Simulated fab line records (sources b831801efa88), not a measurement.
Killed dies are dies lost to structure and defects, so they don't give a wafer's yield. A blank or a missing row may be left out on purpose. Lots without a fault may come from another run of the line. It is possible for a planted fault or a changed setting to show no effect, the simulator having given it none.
Split-lot study :: flow sfqLine :: 5 lots, 27 wafers read, on a route of 325 steps

SPLIT DETAILS
At SFQ_TRILAYER_M3_DEP_SPUTTER_073 (material Nb, target thk 200 nm, time 133.3 s), the setting timeS was moved away from the recipe's 133.3 s on 9 of the 27 wafers read, by -54.9% to +52.8%. This setting was run at the recipe's value on the other wafers.

Between the split and the reading, the file records no step.

THE READING
Measured at SFQ_M3_RS_MEAS_919 by four-point probe: M3_NB_RS, in ohm/sq. Typical for fault-free wafers on this fab line: 0.888 ohm/sq, with standard deviation 0.0098 ohm/sq.

wafer: L074.1
tool, chamber at the split: pvdSputter-05, -
timeS as run, s: 133.3
against the recipe: recipe
M3_NB_RS, ohm/sq: 0.885
against lot-mates on the recipe: -

wafer: L074.2
tool, chamber at the split: pvdSputter-05, -
timeS as run, s: 133.3
against the recipe: recipe
M3_NB_RS, ohm/sq: 0.868
against lot-mates on the recipe: -

wafer: L074.3
tool, chamber at the split: pvdSputter-05, -
timeS as run, s: 133.3
against the recipe: recipe
M3_NB_RS, ohm/sq: 0.868
against lot-mates on the recipe: -

wafer: L074.4
tool, chamber at the split: pvdSputter-05, -
timeS as run, s: 133.3
against the recipe: recipe
M3_NB_RS, ohm/sq: 0.875
against lot-mates on the recipe: -

wafer: L074.5
tool, chamber at the split: pvdSputter-05, -
timeS as run, s: 133.3
against the recipe: recipe
M3_NB_RS, ohm/sq: 0.875
against lot-mates on the recipe: -

wafer: L074.6
tool, chamber at the split: pvdSputter-05, -
timeS as run, s: 133.3
against the recipe: recipe
M3_NB_RS, ohm/sq: 0.876
against lot-mates on the recipe: -

wafer: L077.2
tool, chamber at the split: pvdSputter-04, -
timeS as run, s: 133.3
against the recipe: recipe
M3_NB_RS, ohm/sq: 0.894
against lot-mates on the recipe: -

wafer: L077.4
tool, chamber at the split: pvdSputter-04, -
timeS as run, s: 133.3
against the recipe: recipe
M3_NB_RS, ohm/sq: 0.888
against lot-mates on the recipe: -

wafer: L077.6
tool, chamber at the split: pvdSputter-04, -
timeS as run, s: 133.3
against the recipe: recipe
M3_NB_RS, ohm/sq: 0.884
against lot-mates on the recipe: -

wafer: L078.1
tool, chamber at the split: pvdSputter-06, -
timeS as run, s: 133.3
against the recipe: recipe
M3_NB_RS, ohm/sq: 0.899
against lot-mates on the recipe: -

wafer: L078.2
tool, chamber at the split: pvdSputter-06, -
timeS as run, s: 203.7
against the recipe: +52.8%
M3_NB_RS, ohm/sq: 0.585
against lot-mates on the recipe: -0.315

wafer: L078.3
tool, chamber at the split: pvdSputter-06, -
timeS as run, s: 133.3
against the recipe: recipe
M3_NB_RS, ohm/sq: 0.907
against lot-mates on the recipe: -

wafer: L078.4
tool, chamber at the split: pvdSputter-06, -
timeS as run, s: 203.7
against the recipe: +52.8%
M3_NB_RS, ohm/sq: 0.584
against lot-mates on the recipe: -0.316

wafer: L078.5
tool, chamber at the split: pvdSputter-06, -
timeS as run, s: 133.3
against the recipe: recipe
M3_NB_RS, ohm/sq: 0.895
against lot-mates on the recipe: -

wafer: L078.6
tool, chamber at the split: pvdSputter-06, -
timeS as run, s: 203.7
against the recipe: +52.8%
M3_NB_RS, ohm/sq: 0.586
against lot-mates on the recipe: -0.314

wafer: L079.1
tool, chamber at the split: pvdSputter-06, -
timeS as run, s: 60.09
against the recipe: -54.9%
M3_NB_RS, ohm/sq: 1.988
against lot-mates on the recipe: +1.102

wafer: L079.2
tool, chamber at the split: pvdSputter-06, -
timeS as run, s: 133.3
against the recipe: recipe
M3_NB_RS, ohm/sq: 0.879
against lot-mates on the recipe: -

wafer: L079.3
tool, chamber at the split: pvdSputter-06, -
timeS as run, s: 60.09
against the recipe: -54.9%
M3_NB_RS, ohm/sq: 2.041
against lot-mates on the recipe: +1.155

wafer: L079.4
tool, chamber at the split: pvdSputter-06, -
timeS as run, s: 133.3
against the recipe: recipe
M3_NB_RS, ohm/sq: 0.881
against lot-mates on the recipe: -

wafer: L079.5
tool, chamber at the split: pvdSputter-06, -
timeS as run, s: 60.09
against the recipe: -54.9%
M3_NB_RS, ohm/sq: 1.958
against lot-mates on the recipe: +1.072

wafer: L079.6
tool, chamber at the split: pvdSputter-06, -
timeS as run, s: 133.3
against the recipe: recipe
M3_NB_RS, ohm/sq: 0.898
against lot-mates on the recipe: -

wafer: L081.1
tool, chamber at the split: pvdSputter-05, -
timeS as run, s: 72.62
against the recipe: -45.5%
M3_NB_RS, ohm/sq: 1.607
against lot-mates on the recipe: +0.735

wafer: L081.2
tool, chamber at the split: pvdSputter-05, -
timeS as run, s: 133.3
against the recipe: recipe
M3_NB_RS, ohm/sq: 0.870
against lot-mates on the recipe: -

wafer: L081.3
tool, chamber at the split: pvdSputter-05, -
timeS as run, s: 133.3
against the recipe: recipe
M3_NB_RS, ohm/sq: 0.873
against lot-mates on the recipe: -

wafer: L081.4
tool, chamber at the split: pvdSputter-05, -
timeS as run, s: 72.62
against the recipe: -45.5%
M3_NB_RS, ohm/sq: 1.627
against lot-mates on the recipe: +0.755

wafer: L081.5
tool, chamber at the split: pvdSputter-05, -
timeS as run, s: 72.62
against the recipe: -45.5%
M3_NB_RS, ohm/sq: 1.609
against lot-mates on the recipe: +0.737

wafer: L081.6
tool, chamber at the split: pvdSputter-05, -
timeS as run, s: 133.3
against the recipe: recipe
M3_NB_RS, ohm/sq: 0.874
against lot-mates on the recipe: -

THE FIT
A straight line over all 27 wafers: M3_NB_RS changes by -0.0134 ohm/sq for each +1% of timeS; r = -0.92; the points scatter about the line by 0.17 ohm/sq.
The same after taking each lot's own level away (the mean of its wafers on the recipe; 27 wafers): -0.0135 ohm/sq for each +1%; r = -0.93; scatter 0.16 ohm/sq.
The reading moves by 0.74 ohm/sq for the largest change in timeS, on that fit.
The lots' own levels span 0.8723 to 0.9003 ohm/sq, that is 2.9 times the standard deviation above.
Hence the lot-to-lot level has little effect on the slope; both slopes agree.
Check: for one of the wafers moved furthest among these (-54.9%), held out of the fit, the line's prediction against its lot-mates is +0.799 ohm/sq. It came out at +1.1 ohm/sq against them.

OTHER SPLITS ON THESE WAFERS
Note: prior to the reading, these wafers also went through further splits. Each is held against what the fit with the lots' levels taken away leaves over:
other split on the same wafers: SFQ_TRILAYER_L0_DEP_SPUTTER_003 timeS
wafers away from the commonest value: 12
r with M3_NB_RS (lot level and that fit taken away): +0.30

other split on the same wafers: SFQ_TRILAYER_M0_DEP_SPUTTER_019 timeS
wafers away from the commonest value: 9
r with M3_NB_RS (lot level and that fit taken away): +0.15

other split on the same wafers: SFQ_TRILAYER_M1_ETCH_METAL_ETCH_042 timeS
wafers away from the commonest value: 6
r with M3_NB_RS (lot level and that fit taken away): +0.15

other split on the same wafers: SFQ_TRILAYER_M2_DEP_SPUTTER_055 timeS
wafers away from the commonest value: 12
r with M3_NB_RS (lot level and that fit taken away): +0.23

THE WHOLE CHAIN: every reading that the file lists as answering this split, in the file's order
step: SFQ_TRILAYER_M3_DEP_SPUTTER_073
what it does: material Nb, target thk 200 nm, time 133.3 s
reading: Nb_of_TRILAYER_M3_DEP_SPUTTER_073.thkNm (the simulator's own value, which no gauge read)
change (the file's fit): +2.01 nm for each +1% of the setting
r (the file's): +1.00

step: SFQ_M3_RS_MEAS_919
what it does: measures by four-point-probe
reading: M3_NB_RS
change (the file's fit): -0.0141 for each +1% of the setting
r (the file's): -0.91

THE FILE'S OWN FIT
M3_NB_RS changes by -0.0141 ohm/sq for each +1% of timeS, r = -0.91.
